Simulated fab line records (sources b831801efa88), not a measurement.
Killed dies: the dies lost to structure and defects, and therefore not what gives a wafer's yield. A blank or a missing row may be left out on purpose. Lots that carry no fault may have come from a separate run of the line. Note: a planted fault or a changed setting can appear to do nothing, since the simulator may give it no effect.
What tool caused it?	flow gf180mcu	15 lots, 45 wafers sampled, at 3 steps of a route of 602

## WHAT EACH GAUGE READ, for each wafer
GF_NWELL_TW_MEAS_11. Usual: NWELL_TW gives 1586 (standard deviation 8).
lot	measured	on	NWELL_TW	flag
L363	day 3 08:04	film_metro-01	1576 1584 1582	
L364	day 3 15:39	film_metro-01	1574 1580 1568	
L365	day 3 18:31	film_metro-01	1581 1584 1585	
L366	day 3 23:11	film_metro-01	1583 1579 1568	
L367	day 4 06:31	film_metro-03	1598 1594 1603	
L368	day 4 11:24	film_metro-01	1601 1587 1593	
L369	day 4 15:35	film_metro-01	1585 1588 1589	
L370	day 4 22:16	film_metro-02	1596 1591 1596	
L372	day 5 08:31	film_metro-03	1585 1584 1592	
L374	day 5 19:24	film_metro-02	1583 1584 1586	
L381	day 7 09:28	film_metro-03	1595 1581 1592	
L382	day 7 14:50	film_metro-02	1593 1586 1590	
L383	day 7 20:41	film_metro-02	1588 1588 1593	
L385	day 8 08:43	film_metro-01	1573 1582 1578	
L386	day 8 14:44	film_metro-03	1591 1590 1595	

GF_CONTACT_OVL_MEAS_15. Usual: CONTACT_OVL gives -1 nm (standard deviation 5.4).
lot	measured	on	CONTACT_OVL (nm)	flag
L363	day 16 01:22	overlay-02	-4 -7 -6	
L364	day 16 13:04	overlay-02	4 -1 1	
L365	day 16 17:59	overlay-02	-2 3 -2	
L366	day 17 02:56	overlay-01	-1 1 4	
L367	day 17 18:58	overlay-01	-6 1 -13	
L368	day 18 04:08	overlay-01	-2 7 4	
L369	day 18 10:54	overlay-01	4 -1 -1	
L370	day 18 23:04	overlay-02	4 3 2	
L372	day 19 11:53	overlay-02	-7 -6 -10	
L374	day 20 06:25	overlay-02	2 5 5	
L381	day 22 13:30	overlay-02	-5 7 -3	
L382	day 22 20:33	overlay-01	10 -3 2	
L383	day 23 07:20	overlay-02	-1 -11 -3	
L385	day 23 22:38	overlay-02	-5 -4 -4	
L386	day 24 08:22	overlay-02	-7 -3 -6	

## TOOL THAT RAN EACH LOT (tool first, then ch and the chambers of the sampled wafers, then the start)
lot	GF_VT_IMPLANT_IMPLANT_30
L363	implanter-04 ch 0, day 6 20:52
L364	implanter-03 ch 0, day 7 05:49
L365	implanter-04 ch 0, day 7 09:46
L366	implanter-01 ch 0, day 7 15:28
L367	implanter-01 ch 0, day 8 00:47
L368	implanter-01 ch 0, day 8 06:25
L369	implanter-01 ch 0, day 8 12:08
L370	implanter-01 ch 0, day 8 20:05
L372	implanter-01 ch 0, day 9 07:58
L374	implanter-01 ch 0, day 9 21:10
L381	implanter-04 ch 0, day 11 17:38
L382	implanter-01 ch 0, day 11 23:59
L383	implanter-01 ch 0, day 12 07:38
L385	implanter-01 ch 0, day 12 21:41
L386	implanter-01 ch 0, day 13 05:10
- GF_VT_IMPLANT_IMPLANT_30

## AS READ BY THE TOOLS THEMSELVES (means over the sampled wafers that have a number; for cases with no such wafer, the mark the record gives instead)
GF_VT_IMPLANT_IMPLANT_30. Usual: 25.000 for beam_energy_keV, sd 0.007.
lot	tool	beam_energy_keV	flag
L363	implanter-04	25.002	
L364	implanter-03	24.995	
L365	implanter-04	25.001	
L366	implanter-01	25.003	
L367	implanter-01	24.992	
L368	implanter-01	24.995	
L369	implanter-01	25.007	
L370	implanter-01	28.258	OFF
L372	implanter-01	28.248	OFF
L374	implanter-01	28.256	OFF
L381	implanter-04	24.992	
L382	implanter-01	24.994	
L383	implanter-01	25.007	
L385	implanter-01	24.998	
L386	implanter-01	25.003	

## THE ANSWER, worked out from the rows above alone
Rule: a lot counts as off when the mean over its wafers that have a number is more than 3 standard deviations away from the usual mean. A lot without any number at a reading at which 4 lots or more have one is off too. The other lots that the step has rows for count as sound. Order of review: gauges by route order, followed by the tools' own readings, for which a lot's mean as printed above is used. At the first step where some lot is off, the reading lying furthest off is the one used; lots without a number count as furthest.
Off: L370, L372, L374 (GF_VT_IMPLANT_IMPLANT_30, beam_energy_keV).
A tool fits if, at that step or a process step before it, it ran every lot that is off, and no sound lot after the first of them. None of those tried fits.

## WHAT HAD BEEN PUT IN BY THE SIMULATOR
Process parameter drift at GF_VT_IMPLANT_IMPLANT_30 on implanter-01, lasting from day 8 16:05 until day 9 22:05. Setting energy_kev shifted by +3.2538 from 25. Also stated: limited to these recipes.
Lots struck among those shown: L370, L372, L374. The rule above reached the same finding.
